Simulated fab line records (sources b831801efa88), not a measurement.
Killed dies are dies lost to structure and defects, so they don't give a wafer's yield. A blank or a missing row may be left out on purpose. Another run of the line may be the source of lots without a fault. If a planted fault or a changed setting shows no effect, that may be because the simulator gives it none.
Which of the tools did it? ; flow sky130 ; 12 lots with 36 wafers sampled at 4 steps, on a route of 708 steps

== WHAT THE GAUGES READ, wafer by wafer ==
SKY_VIA3_CD_MEAS_12: target cd 200 nm.
lot;measured;on;cdNm (nm)
L076;day 40 14:16;cdSem-01;198.6 200.1 200.0
L078;day 40 22:16;cdSem-01;197.3 198.5 197.6
L079;day 41 03:55;cdSem-02;199.6 198.6 199.8
L081;day 42 02:37;cdSem-01;200.0 200.4 199.8
L083;day 42 06:40;cdSem-01;200.8 199.9 199.6
L085;day 43 01:23;cdSem-02;199.0 199.8 200.2
L087;day 43 14:20;cdSem-02;201.5 203.6 202.6
L089;day 43 23:28;cdSem-01;196.0 196.5 195.0
L091;day 44 14:34;cdSem-01;200.9 201.2 201.7
L093;day 45 03:40;cdSem-01;199.8 200.0 199.1
L095;day 45 12:17;cdSem-01;198.7 199.8 198.3
L097;day 45 22:56;cdSem-01;198.6 198.7 198.3

== WHAT TOOL EACH LOT RAN ON (gives the tool, then ch and the chambers of the sampled wafers, and finally the start) ==
lot;SKY_METAL2_DESCUM_17;SKY_VIA2_CMP_24;SKY_METAL3_DESCUM_15
L076;rieMetal-04 ch 0,1, day 36 04:20;cmp-02 ch 0,3, day 37 08:50;rieMetal-03 ch 0,1, day 39 11:56
L078;rieMetal-01 ch 1, day 36 13:13;cmp-02 ch 1,2,3, day 37 17:21;rieMetal-04 ch 0,1, day 39 20:27
L079;rieMetal-02 ch 0,1, day 36 18:29;cmp-02 ch 1,2, day 37 22:08;rieMetal-03 ch 0,1, day 40 01:50
L081;rieMetal-02 ch 0,1, day 37 19:38;cmp-01 ch 0,1,3, day 38 23:46;rieMetal-04 ch 0,1, day 41 02:05
L083;rieMetal-01 ch 0,1, day 37 22:53;cmp-01 ch 1,2,3, day 39 02:45;rieMetal-03 ch 0,1, day 41 05:24
L085;rieMetal-01 ch 0,1, day 38 20:05;cmp-01 ch 0,2,3, day 39 22:55;rieMetal-03 ch 0,1, day 41 23:38
L087;rieMetal-02 ch 0,1, day 39 08:04;cmp-02 ch 0,2,3, day 40 12:17;rieMetal-03 ch 0,1, day 42 13:44
L089;rieMetal-01 ch 0, day 39 19:38;cmp-01 ch 1,2, day 40 22:24;rieMetal-02 ch 0,1, day 42 23:14
L091;rieMetal-04 ch 0,1, day 40 10:58;cmp-02 ch 2,3, day 41 14:23;rieMetal-02 ch 0,1, day 43 14:25
L093;rieMetal-04 ch 0,1, day 41 02:34;cmp-01 ch 1,2,3, day 42 04:55;rieMetal-03 ch 0,1, day 44 03:36
L095;rieMetal-04 ch 0,1, day 41 12:55;cmp-01 ch 0,3, day 42 15:24;rieMetal-02 ch 0,1, day 44 13:23
L097;rieMetal-02 ch 0,1, day 42 00:02;cmp-02 ch 0,1,3, day 43 02:07;rieMetal-04 ch 0,1, day 45 00:02
- SKY_METAL2_DESCUM_17: chemistry O2, time 8 s.
- SKY_VIA2_CMP_24: polishes, stops on SiO2, t overpolish 20 s, target thk 0 nm.
- SKY_METAL3_DESCUM_15: chemistry O2, time 8 s.

== THE ANSWER, worked out from the rows above alone ==
Rule: what is usual is taken from the lots themselves. Put in order of their means at a reading, lots are off if they are a third of the lots or fewer, leave a main group of 4 or more, and stand apart from it by a gap of 3 or more times the standard deviation of the main group's means; of several such gaps the widest counts. The tables above print the reading to a certain number of digits; a main group whose means all agree to those digits is not used. A lot without any number at a reading at which 4 lots or more have one is off too. Any other lot the step has rows for is counted as sound.
None of the lots is off at any reading shown; this tells nothing.

== WHAT WAS PUT IN BY THE SIMULATOR ==
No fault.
